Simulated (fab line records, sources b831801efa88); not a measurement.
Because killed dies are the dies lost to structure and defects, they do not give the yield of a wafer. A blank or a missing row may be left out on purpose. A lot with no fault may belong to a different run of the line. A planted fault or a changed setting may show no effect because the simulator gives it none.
A struck lot beside a sound one / flow sky130 / 15 steps out of a route of 708
Sound: the wafers L851.2, L851.4, L851.5. Struck: wafer L867.1; the same lot's L867.2 was not struck, so it is left out; see the end for the cause.
For every step that has rows: the tool of each side, followed by ch and its chambers, followed by its first start. Under that, the readings that differ: sound wafers / struck wafers / difference of the means / sigmas: that difference in standard deviations of wafers without a fault.
alike: readings whose means differ by less than 2 such deviations, and words and numbers that are the same on both sides. not compared: withheld readings, readings that some wafer has no value for, bounds like >300 that may hide the same value, and numbers for which the record gives no deviation and whose values overlap.
The two part at a step that has a row with sigmas, a row that says differs or no value, or rows on one side only. When numbers do not overlap yet have no deviation, they are printed without sigmas and do not part them. A reading that every wafer of one side lacks parts them only if that side has two wafers or more.

first, 6 steps without rows for these wafers: SKY_VIA4_HMDS_05 (prime time 60 s); SKY_VIA4_COAT_06 (resist thk 1140 nm); SKY_VIA4_SOFTBAKE_07 (time 60 s); SKY_VIA4_EXPOSE_08 (exposes mask VIM4, target cd 800 nm); SKY_VIA4_PEB_09; SKY_VIA4_DEVELOP_10 (develop time 60 s).
SKY_VIA4_OVL_MEAS_11:
  sound: overlay-02 at day 45 12:37; struck: overlay-01 at day 48 14:46
  alike: VIA4_OVL
SKY_VIA4_ETCH_12: etches SiO2 in C4F8/O2/Ar, stops on TiN, target depth 580 nm.
  sound on rie-diel-04 ch 1,3, day 45 12:38; struck on rie-diel-04 ch 0, day 48 14:47
  alike: oes-product-au
SKY_VIA4_STRIP_13: strips in O2/N2.
  sound on plasma-asher-03 ch 0,1, day 45 12:43; struck on plasma-asher-02 ch 0, day 48 14:52
  alike: drypump-motor-current-A, oes-product-au, strip-time-to-endpoint-s
  not compared: rf-hours-counter-h
then, 3 steps without rows for these wafers: SKY_VIA4_STRIP_14 (strips in post etch residue remover, time 1200 s); SKY_VIA4_CLEAN_15 (cleans in IPA, time 180 s); SKY_VIA4_CLEAN_16 (cleans in O3/DIW).
SKY_VIA4_SPUTTER_17: material TiN, target thk 20 nm, time 80 s.
  sound: pvd-sputter-01 at day 45 13:19; struck: pvd-sputter-01 at day 48 15:28
reading=model.TiN_of_VIA4_SPUTTER_17.thk-nm (nm); sound=19.96 19.61 19.71; struck=26.14; difference=+6.38; sigmas=
  alike: throttle-valve-pct
SKY_VIA4_CVD_18: deposits W, target thk 505 nm, time 152.14 s.
  sound on cvd-w-01 ch 1, day 45 13:22; struck on cvd-w-02 ch 0, day 48 15:31
reading=heater-power-w (W); sound=846 852 846; struck=985; difference=+137; sigmas=+3
after that, 1 step had no rows for these wafers: SKY_PAD_OPEN_PROBE_99.

WHERE THEY PART
Only at SKY_VIA4_CVD_18, within this record.

WHY: whatever the simulator had introduced
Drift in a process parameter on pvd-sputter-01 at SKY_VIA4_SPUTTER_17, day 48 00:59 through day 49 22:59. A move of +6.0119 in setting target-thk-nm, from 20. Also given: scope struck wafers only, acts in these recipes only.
